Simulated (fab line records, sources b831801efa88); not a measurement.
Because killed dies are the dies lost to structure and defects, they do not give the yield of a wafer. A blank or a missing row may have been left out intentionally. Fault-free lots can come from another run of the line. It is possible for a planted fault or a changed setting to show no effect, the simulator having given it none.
Code-filled problem report in 8D (eight disciplines) form | flow sky130 | the parts of the form that need people (team, actions taken, sign-off) are left out

## 1. THE PROBLEM
Wafers without a fault read 300.5 nm, standard deviation 1.5; cd-nm at SKY_METAL3_CD_MEAS_13 reads a mean of 371.4 nm on 6 wafers belonging to 2 lots. That is +47 standard deviations from the usual mean.
The step: target cd 300 nm.
First observed at day 41 23:31: wafer L435.2, on cd-sem-02. At this step, 42 wafers from 14 lots have a number in the record. Rule for "out", or "out of limits": more than 4 standard deviations from the usual mean. The other wafers with a number count as sound.

## 2. WHAT THIS IS AND IS NOT
question                    | is                     | is not
which readings at this step | cd-nm                  | -
which lots                  | L435, L436             | L426, L427, L428, L429, L430, L431, L434, L440, L441, L444, L447, L448
which wafers of those lots  | all that have a number | -
read on which gauges        | cd-sem-01, cd-sem-02   | -
when                        | from day 41 23:31      | up to then (21 sound wafers); but 15 sound wafers of L440, L441, L444, L447, L448 came after

## 3. THE SUSPECTS, EACH WITH WHAT RULES IT OUT
Counting: a tool stays on the suspect list if, at a process step up to the reading, it processed all lots that are out and no sound lot following the first of them.
- the gauge at SKY_METAL3_CD_MEAS_13: ruled out. The wafers that are out were read on 2 gauges (cd-sem-01, cd-sem-02).
- cvd-w-02 at SKY_VIA2_CVD_21 (deposits W, target thk 420 nm, time 126.4 s): ruled out as a lasting fault. After its first lot that is out, L435 (day 39 20:40), sound lots L440, L448 ran on it.
- krf-scanner-01 at SKY_METAL3_EXPOSE_10 (exposes mask MM3, target cd 300 nm): kept. All lots that are out passed through it, beginning with L435 at day 41 11:46, and no sound lot followed; its final sound lot before that point was L429 at day 39 16:49. Its own readings are out on those wafers: exposure-dose-mJ-cm2.
The count leaves krf-scanner-01 at SKY_METAL3_EXPOSE_10.

## 4. THE CAUSE (what the simulator had put in)
Drift in process parameters on krf-scanner-01 at SKY_METAL3_EXPOSE_10, starting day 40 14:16. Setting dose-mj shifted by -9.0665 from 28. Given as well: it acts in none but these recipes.
After counting, this tool was the only one left.

## 5. THE EFFECT CHAIN, in route order
Each row: a reading whose mean over the struck wafers that have a number lies more than 3 standard deviations from the usual. Only readings whose record carries a usual standard deviation are examined. hours: median over the lots of the time between each lot's start at the first step of this table that gives one and its start at this step. sigmas: the change, counted in usual standard deviations.
hours | step                  | reading              | usual    | on struck wafers | change | sigmas
0     | SKY_METAL3_EXPOSE_10  | exposure-dose-mJ-cm2 | 27.950   | 18.868           | -9.082 | -99 or more
12    | SKY_METAL3_CD_MEAS_13 | cd-nm                | 300.5 nm | 371.4            | +70.9  | +47
Process steps it contains:
- SKY_METAL3_EXPOSE_10: exposes mask MM3, target cd 300 nm.
At these later measuring or inspecting steps, every struck wafer for which the step has a row has a number for every such reading, and none has moved that far: SKY_METAL3_OVL_MEAS_14.

## 6. HOW IT WOULD HAVE BEEN CAUGHT EARLIER
In this record the first reading out of limits at a measuring or inspecting step was taken at day 41 23:31, 33 hours after the fault began at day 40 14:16.
At SKY_METAL3_EXPOSE_10, the tool's own readings (exposure-dose-mJ-cm2) were out on each struck wafer the step has a row for, so an alarm limit on them would have fired on the first such wafer.
By day 41 23:31, every lot that is out (2) had started SKY_METAL3_EXPOSE_10 on krf-scanner-01. A hold on the tool at that time would have spared none of them.
